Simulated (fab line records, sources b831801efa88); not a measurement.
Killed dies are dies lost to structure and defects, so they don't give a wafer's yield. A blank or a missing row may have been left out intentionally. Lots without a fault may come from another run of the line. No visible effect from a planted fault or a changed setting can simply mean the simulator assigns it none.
Which tool did it? -- flow gf180mcu -- 11 lots, 33 wafers sampled, at 3 steps of a route of 602

## WHAT EACH GAUGE READ, for each wafer
GF_V4_CD_MEAS_14: target cd 260 nm.
lot,measured,on,cdNm (nm)
L260,day 24 11:57,cdSem-02,263.1 263.0 261.9
L262,day 25 05:38,cdSem-02,261.8 258.8 259.7
L264,day 25 18:39,cdSem-02,258.9 258.2 259.0
L266,day 26 14:41,cdSem-02,259.5 259.8 258.8
L267,day 27 00:44,cdSem-01,261.7 260.9 261.5
L271,day 28 03:29,cdSem-01,260.2 258.8 259.6
L272,day 28 12:53,cdSem-01,259.4 258.6 258.1
L273,day 28 14:47,cdSem-01,261.1 260.7 260.1
L274,day 29 04:29,cdSem-02,259.4 259.5 260.2
L275,day 29 09:08,cdSem-02,259.0 260.8 259.7
L282,day 31 01:50,cdSem-01,260.5 259.2 260.6

## EACH LOT AND THE TOOL THAT RAN IT (in order: tool; ch and the chambers of the sampled wafers; start)
lot,GF_M4_SPUTTER_00,GF_V4_CVD_02
L260,"pvdSputter-02, day 22 12:25","pecvd-01 ch 0,1,2, day 23 12:41"
L262,"pvdSputter-01, day 23 07:46","pecvd-01 ch 0,2, day 24 07:29"
L264,"pvdSputter-02, day 23 21:59","pecvd-04 ch 1,2, day 24 21:03"
L266,"pvdSputter-01, day 24 18:50","pecvd-04 ch 1,2, day 25 17:24"
L267,"pvdSputter-04, day 25 04:07","pecvd-02 ch 1,2, day 26 02:39"
L271,"pvdSputter-04, day 26 08:54","pecvd-04 ch 0,1,2, day 27 07:08"
L272,"pvdSputter-01, day 26 19:05","pecvd-02 ch 0,1,2, day 27 16:26"
L273,"pvdSputter-04, day 26 21:49","pecvd-04 ch 1,2, day 27 18:21"
L274,"pvdSputter-04, day 27 11:56","pecvd-02 ch 0,2, day 28 08:29"
L275,"pvdSputter-01, day 27 16:22","pecvd-02 ch 1,2, day 28 13:17"
L282,"pvdSputter-01, day 29 11:46","pecvd-04 ch 0,1, day 30 07:48"
- GF_M4_SPUTTER_00: material Ti, target thk 37.5 nm, time 150 s.
- GF_V4_CVD_02: deposits SiO2 from TEOS, target thk 850 nm, time 94.851 s.

## THE ANSWER, worked out from the rows above alone
Rule: the lots themselves supply what counts as usual. Put in order of their means at a reading, lots are off if they are a third of the lots or fewer, leave a main group of 4 or more, and stand apart from it by a gap of 3 or more times the standard deviation of the main group's means; of several such gaps the widest counts. Not used: any main group whose means are identical at the precision the tables above print for the reading. Also off: a lot with no number at a reading for which 4 or more lots have one. Any other lot the step has rows for is counted as sound.
No lot is off on any of the readings shown, so nothing can be concluded from this.

## WHAT THE SIMULATOR HAD PUT IN
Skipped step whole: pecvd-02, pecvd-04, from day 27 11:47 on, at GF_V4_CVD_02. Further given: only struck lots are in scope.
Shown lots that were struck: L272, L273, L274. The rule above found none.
